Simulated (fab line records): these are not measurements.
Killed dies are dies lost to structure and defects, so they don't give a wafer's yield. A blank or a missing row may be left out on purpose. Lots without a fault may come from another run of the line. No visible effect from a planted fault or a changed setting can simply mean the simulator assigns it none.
fab line records ; flow sky130
record lots=14; wafers=42; lastDay=50
route steps=708 shown DNWELL@44 NWELL@82 VT_ADJUST_LVTN@105 VT_ADJUST_HVTR@138
lots untouched by any fault: they come from a run of this same line in which no faults occurred
startH: the number of hours between the record's first day and the start of the first shown wafer of the lot ; waitH: how many hours have passed since the lot's step before this one ; " unchanged from the row above ; L1.1+2: several wafers, shown together as one row ; - no value, or no start was given ; * or withheld: withheld ; < > ~ a bound
route shown NAME@n: names a module that has steps shown in the file, with the first one's number in the route ; usual: average and standard deviation across the fault-free wafers ; same: alike in all rows ; chamber/n: place in a boat ; sites: readings site by site ; _std_site: standard deviation across them ; _edge_site: mean of outer sites minus mean of inner sites ; radiusMm: for every site, how far away it sits from the centre of the wafer ; mask NAME#n: copy n ; behind: the last tool/chamber to shape the wafer ; hold: why the lot went on hold/how many hours it stayed there/how the hold came to an end ; device: names the non-switching transistor (n, p or np) ; end of line: at the end of the route, the tests of the same wafers ; where a step has no rows: the recipe by itself ; killed: dies that structure and defects cost at the first sort, which is not the same as the wafer's yield ; map: the dies of a wafer, with x for killed, . for not killed, _ for no die there
set.NAME: setting as actually run; set.NAME@STEP: the setting as run at that earlier step ; model.NAME: the simulator's own value behind a step, which no gauge read
steps of the route over a sample of lots; a table a step, a row a wafer
services: when a tool's chamber went out of use (startH, in hours from the record's first day, below 0 if earlier), for how many hours, and the reason
## steps
# step SKY_DNWELL_TW_MEAS_09
# usual DNWELL_TW=1094/11
lot.wafer;tool;chamber;startH;waitH;DNWELL_TW
L820.1;filmMetro-02;-;63.87;0.1;1080
L820.5;filmMetro-02;-;63.87;0.1;1082
L820.6;filmMetro-02;-;63.87;0.1;1082
L822.2;filmMetro-01;-;73.60;0.1;1093
L822.4;filmMetro-01;-;73.60;0.1;1100
L822.5;filmMetro-01;-;73.60;0.1;1091
L824.1;filmMetro-04;-;78.39;0.1;1074
L824.4;filmMetro-04;-;78.39;0.1;1086
L824.6;filmMetro-04;-;78.39;0.1;1088
L825.1;filmMetro-01;-;89.67;0.1;1109
L825.4;filmMetro-01;-;89.67;0.1;1104
L825.6;filmMetro-01;-;89.67;0.1;1106
L826.2;filmMetro-04;-;95.33;0.1;1089
L826.4;filmMetro-04;-;95.33;0.1;1090
L826.5;filmMetro-04;-;95.33;0.1;1093
L828.2;filmMetro-04;-;107.43;0.1;1091
L828.4;filmMetro-04;-;107.43;0.1;1098
L828.6;filmMetro-04;-;107.43;0.1;1093
L830.3;filmMetro-02;-;114.61;0.1;1091
L830.5;filmMetro-02;-;114.61;0.1;1091
L830.6;filmMetro-02;-;114.61;0.1;1087
L831.3;filmMetro-01;-;117.53;0.1;1108
L831.4;filmMetro-01;-;117.53;0.1;1115
L831.5;filmMetro-01;-;117.53;0.1;1109
L832.1;filmMetro-01;-;121.57;0.1;1091
L832.2;filmMetro-01;-;121.57;0.1;1099
L832.5;filmMetro-01;-;121.57;0.1;1096
L833.1;filmMetro-01;-;127.27;0.1;1105
L833.4;filmMetro-01;-;127.27;0.1;1102
L833.6;filmMetro-01;-;127.27;0.1;1104
L834.1;filmMetro-04;-;132.67;0.1;1090
L834.2;filmMetro-04;-;132.67;0.1;1098
L834.3;filmMetro-04;-;132.67;0.1;1090
L835.1;filmMetro-04;-;137.76;0.1;1088
L835.4;filmMetro-04;-;137.76;0.1;1083
L835.6;filmMetro-04;-;137.76;0.1;1084
L840.1;filmMetro-02;-;165.22;0.1;1083
L840.4;filmMetro-02;-;165.22;0.1;1076
L840.6;filmMetro-02;-;165.22;0.1;1084
L842.2;filmMetro-02;-;181.30;0.1;1092
L842.3;filmMetro-02;-;181.30;0.1;1087
L842.4;filmMetro-02;-;181.30;0.1;1089
# step SKY_NWELL_RS_MEAS_29
# recipe thkMeasGauge=four-point-probe
# usual NWELL_RS=625.0/1.8
lot.wafer;tool;chamber;startH;waitH;NWELL_RS[ohm/sq]
L820.1;filmMetro-04;-;115.89;0.1;627.1
L820.5;filmMetro-04;-;115.89;0.1;627.1
L820.6;filmMetro-04;-;115.89;0.1;626.7
L822.2;filmMetro-04;-;125.79;0.1;626.2
L822.4;filmMetro-04;-;125.79;0.1;627.4
L822.5;filmMetro-04;-;125.79;0.1;626.7
L824.1;filmMetro-01;-;128.98;0.1;623.1
L824.4;filmMetro-01;-;128.98;0.1;622.2
L824.6;filmMetro-01;-;128.98;0.1;623.1
L825.1;filmMetro-04;-;144.53;0.1;627.7
L825.4;filmMetro-04;-;144.53;0.1;625.4
L825.6;filmMetro-04;-;144.53;0.1;627.8
L826.2;filmMetro-01;-;151.10;0.2;624.8
L826.4;filmMetro-01;-;151.10;0.2;624.2
L826.5;filmMetro-01;-;151.10;0.2;624.8
L828.2;filmMetro-01;-;162.75;0.1;627.1
L828.4;filmMetro-01;-;162.75;0.1;626.1
L828.6;filmMetro-01;-;162.75;0.1;625.3
L830.3;filmMetro-02;-;177.84;0.1;624.1
L830.5;filmMetro-02;-;177.84;0.1;623.7
L830.6;filmMetro-02;-;177.84;0.1;622.4
L831.3;filmMetro-01;-;178.72;0.1;621.7
L831.4;filmMetro-01;-;178.72;0.1;624.2
L831.5;filmMetro-01;-;178.72;0.1;626.1
L832.1;filmMetro-04;-;181.85;0.1;623.7
L832.2;filmMetro-04;-;181.85;0.1;622.9
L832.5;filmMetro-04;-;181.85;0.1;623.6
L833.1;filmMetro-04;-;186.84;0.1;624.7
L833.4;filmMetro-04;-;186.84;0.1;624.7
L833.6;filmMetro-04;-;186.84;0.1;627.2
L834.1;filmMetro-04;-;193.00;0.1;622.8
L834.2;filmMetro-04;-;193.00;0.1;622.6
L834.3;filmMetro-04;-;193.00;0.1;620.1
L835.1;filmMetro-01;-;206.74;0.1;627.5
L835.4;filmMetro-01;-;206.74;0.1;626.9
L835.6;filmMetro-01;-;206.74;0.1;626.4
L840.1;filmMetro-04;-;230.48;0.1;625.1
L840.4;filmMetro-04;-;230.48;0.1;627.2
L840.6;filmMetro-04;-;230.48;0.1;626.3
L842.2;filmMetro-04;-;248.37;0.1;623.7
L842.3;filmMetro-04;-;248.37;0.1;624.2
L842.4;filmMetro-04;-;248.37;0.1;625.2
# step SKY_VT_ADJUST_LVTN_IMPLANT_08
# recipe species=B; energyKev=30; doseCm2=1.57e+12; tiltDeg=withheld
# usual beamEnergyKeV=29.999/0.0088; beamOnS=9.98/0.18; implantIonAmu=11/0
lot.wafer;tool;chamber;startH;waitH;beamEnergyKeV;beamOnS;implantIonAmu
L820.1;implanter-04;0;158.96;0.0;30.003;9.95;11
L820.5;implanter-04;0;158.96;0.0;29.995;9.91;11
L820.6;implanter-04;0;158.96;0.0;30.000;9.58;11
L822.2;implanter-01;0;163.63;0.0;29.991;9.83;11
L822.4;implanter-01;0;163.63;0.0;30.000;10.16;11
L822.5;implanter-01;0;163.63;0.0;29.987;10.18;11
L824.1;implanter-04;0;168.81;0.0;29.993;10.19;11
L824.4;implanter-04;0;168.81;0.0;30.007;10.08;11
L824.6;implanter-04;0;168.81;0.0;30.007;10.10;11
L825.1;implanter-04;0;184.14;0.0;30.000;10.00;11
L825.4;implanter-04;0;184.14;0.0;29.999;9.90;11
L825.6;implanter-04;0;184.14;0.0;30.002;9.98;11
L826.2;implanter-01;0;192.07;0.0;29.993;9.94;11
L826.4;implanter-01;0;192.07;0.0;29.996;10.00;11
L826.5;implanter-01;0;192.07;0.0;29.996;10.09;11
L828.2;implanter-04;0;205.07;0.0;29.991;9.79;11
L828.4;implanter-04;0;205.07;0.0;30.010;10.24;11
L828.6;implanter-04;0;205.07;0.0;29.997;9.86;11
L830.3;implanter-04;0;221.46;0.1;29.996;10.24;11
L830.5;implanter-04;0;221.46;0.1;29.987;9.71;11
L830.6;implanter-04;0;221.46;0.1;29.999;9.74;11
L831.3;implanter-03;0;222.76;0.1;30.015;10.12;11
L831.4;implanter-03;0;222.76;0.1;29.999;10.06;11
L831.5;implanter-03;0;222.76;0.1;30.014;10.10;11
L832.1;implanter-01;0;225.57;0.0;29.994;9.97;11
L832.2;implanter-01;0;225.57;0.0;30.010;10.32;11
L832.5;implanter-01;0;225.57;0.0;29.995;9.32;11
L833.1;implanter-01;0;231.62;0.0;30.003;10.19;11
L833.4;implanter-01;0;231.62;0.0;30.013;9.97;11
L833.6;implanter-01;0;231.62;0.0;30.014;9.79;11
L834.1;implanter-04;-;236.92;0.0;-;-;-
L834.2;implanter-04;-;236.92;0.0;-;-;-
L834.3;implanter-04;-;236.92;0.0;-;-;-
L835.1;implanter-01;-;252.29;0.0;-;-;-
L835.4;implanter-01;-;252.29;0.0;-;-;-
L835.6;implanter-01;-;252.29;0.0;-;-;-
L840.1;implanter-01;0;278.47;0.0;30.008;9.89;11
L840.4;implanter-01;0;278.47;0.0;29.990;10.01;11
L840.6;implanter-01;0;278.47;0.0;30.001;10.05;11
L842.2;implanter-04;0;297.40;0.0;30.014;9.91;11
L842.3;implanter-04;0;297.40;0.0;30.004;9.54;11
L842.4;implanter-04;0;297.40;0.0;30.015;9.78;11
# step SKY_VT_ADJUST_LVTN_TW_MEAS_10
# usual VT_ADJUST_LVTN_TW=240/3
lot.wafer;tool;chamber;startH;waitH;VT_ADJUST_LVTN_TW
L820.1;filmMetro-04;-;159.21;0.1;237
L820.5;filmMetro-04;-;159.21;0.1;237
L820.6;filmMetro-04;-;159.21;0.1;238
L822.2;filmMetro-03;-;163.87;0.1;243
L822.4;filmMetro-03;-;163.87;0.1;244
L822.5;filmMetro-03;-;163.87;0.1;244
L824.1;filmMetro-03;-;169.06;0.1;244
L824.4;filmMetro-03;-;169.06;0.1;243
L824.6;filmMetro-03;-;169.06;0.1;244
L825.1;filmMetro-04;-;184.39;0.1;236
L825.4;filmMetro-04;-;184.39;0.1;235
L825.6;filmMetro-04;-;184.39;0.1;236
L826.2;filmMetro-04;-;192.30;0.1;239
L826.4;filmMetro-04;-;192.30;0.1;238
L826.5;filmMetro-04;-;192.30;0.1;240
L828.2;filmMetro-04;-;205.30;0.1;241
L828.4;filmMetro-04;-;205.30;0.1;238
L828.6;filmMetro-04;-;205.30;0.1;239
L830.3;filmMetro-01;-;221.68;0.1;240
L830.5;filmMetro-01;-;221.68;0.1;239
L830.6;filmMetro-01;-;221.68;0.1;240
L831.3;filmMetro-03;-;222.98;0.1;245
L831.4;filmMetro-03;-;222.98;0.1;244
L831.5;filmMetro-03;-;222.98;0.1;245
L832.1;filmMetro-03;-;225.82;0.1;246
L832.2;filmMetro-03;-;225.82;0.1;244
L832.5;filmMetro-03;-;225.82;0.1;244
L833.1;filmMetro-04;-;231.87;0.1;238
L833.4;filmMetro-04;-;231.87;0.1;239
L833.6;filmMetro-04;-;231.87;0.1;238
L834.1;filmMetro-03;-;237.17;0.1;30
L834.2;filmMetro-03;-;237.17;0.1;30
L834.3;filmMetro-03;-;237.17;0.1;30
L835.1;filmMetro-01;-;252.54;0.1;30
L835.4;filmMetro-01;-;252.54;0.1;30
L835.6;filmMetro-01;-;252.54;0.1;30
L840.1;filmMetro-03;-;278.72;0.1;243
L840.4;filmMetro-03;-;278.72;0.1;243
L840.6;filmMetro-03;-;278.72;0.1;241
L842.2;filmMetro-04;-;297.63;0.1;239
L842.3;filmMetro-04;-;297.63;0.1;238
L842.4;filmMetro-04;-;297.63;0.1;238
# step SKY_VT_ADJUST_HVTR_CD_MEAS_07
# recipe targetCdNm=380
# usual cdNm=379.9/2.5
lot.wafer;tool;chamber;startH;waitH;cdNm
L820.1;cdSem-01;-;222.49;0.1;380.0
L820.5;cdSem-01;-;222.49;0.1;382.1
L820.6;cdSem-01;-;222.49;0.1;380.6
L822.2;cdSem-01;-;227.40;0.1;374.5
L822.4;cdSem-01;-;227.40;0.1;376.7
L822.5;cdSem-01;-;227.40;0.1;379.0
L824.1;cdSem-02;-;234.08;0.1;382.3
L824.4;cdSem-02;-;234.08;0.1;381.4
L824.6;cdSem-02;-;234.08;0.1;381.5
L825.1;cdSem-02;-;249.74;0.1;383.6
L825.4;cdSem-02;-;249.74;0.1;381.3
L825.6;cdSem-02;-;249.74;0.1;381.3
L826.2;cdSem-02;-;259.05;0.1;382.8
L826.4;cdSem-02;-;259.05;0.1;379.4
L826.5;cdSem-02;-;259.05;0.1;379.4
L828.2;cdSem-01;-;274.45;0.1;378.6
L828.4;cdSem-01;-;274.45;0.1;381.8
L828.6;cdSem-01;-;274.45;0.1;378.4
L830.3;cdSem-01;-;294.08;0.1;383.0
L830.5;cdSem-01;-;294.08;0.1;382.9
L830.6;cdSem-01;-;294.08;0.1;382.1
L831.3;cdSem-02;-;294.80;0.1;378.0
L831.4;cdSem-02;-;294.80;0.1;380.2
L831.5;cdSem-02;-;294.80;0.1;380.8
L832.1;cdSem-01;-;297.91;0.1;382.8
L832.2;cdSem-01;-;297.91;0.1;379.8
L832.5;cdSem-01;-;297.91;0.1;380.4
L833.1;cdSem-01;-;305.98;0.1;379.0
L833.4;cdSem-01;-;305.98;0.1;378.6
L833.6;cdSem-01;-;305.98;0.1;377.5
L840.1;cdSem-01;-;356.26;0.1;383.4
L840.4;cdSem-01;-;356.26;0.1;382.7
L840.6;cdSem-01;-;356.26;0.1;381.3
L842.2;cdSem-01;-;378.58;0.1;374.5
L842.3;cdSem-01;-;378.58;0.1;376.5
L842.4;cdSem-01;-;378.58;0.1;377.1
## services
tool;chamber;startH;hours;kind
implanter-03;-;139.92;74.1;pm
implanter-01;-;140.05;0.5;repair
implanter-04;-;191.66;12.2;pm
implanter-01;-;217.40;3.8;pm
implanter-04;-;242.91;4.2;pm
implanter-04;-;264.93;1.3;repair
implanter-04;-;273.04;5.1;repair
implanter-03;-;276.86;4.8;repair
implanter-04;-;281.98;3.4;repair
implanter-03;-;285.68;23.0;repair
## key
firstSign step=SKY_VT_ADJUST_LVTN_IMPLANT_08; reading=toolRecord; direction=missing
effect step=SKY_VT_ADJUST_LVTN_TW_MEAS_10; reading=VT_ADJUST_LVTN_TW; direction=down; sigmas=69; usual=240; struck=30
metAt SKY_VT_ADJUST_LVTN_IMPLANT_08
struckLots L834,L835
laterRowsLeftOut L834.1,L834.2,L834.3,L835.1,L835.4,L835.6
sortLeftOut L834.1,L834.2,L834.3,L835.1,L835.4,L835.6
testerLeftOut L834,L835
notActingAt SKY_DNWELL_TW_MEAS_09,SKY_NWELL_RS_MEAS_29,SKY_VT_ADJUST_HVTR_CD_MEAS_07
onsetBetween 231.62 236.92
fault kind=skippedStepWhole; tool=implanter-01,implanter-04; chamber=-; onsetH=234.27; steps=SKY_VT_ADJUST_LVTN_IMPLANT_08; scope=struckLotsOnly
# testerLeftOut: of these lots the tester's yield and bins aren't shown, on N5 and GAA mostly nor the transistor test; their killed dies are dies lost to structure and defects alone, not to doping, threshold or leakage, so they don't give the yield
# sortLeftOut: the simulated sort isn't trusted on such a fault, so these wafers' sort isn't shown, and their yield isn't known
# laterRowsLeftOut: the simulator's readings of these wafers behind a module that went badly wrong aren't trusted and aren't shown, but for the sort
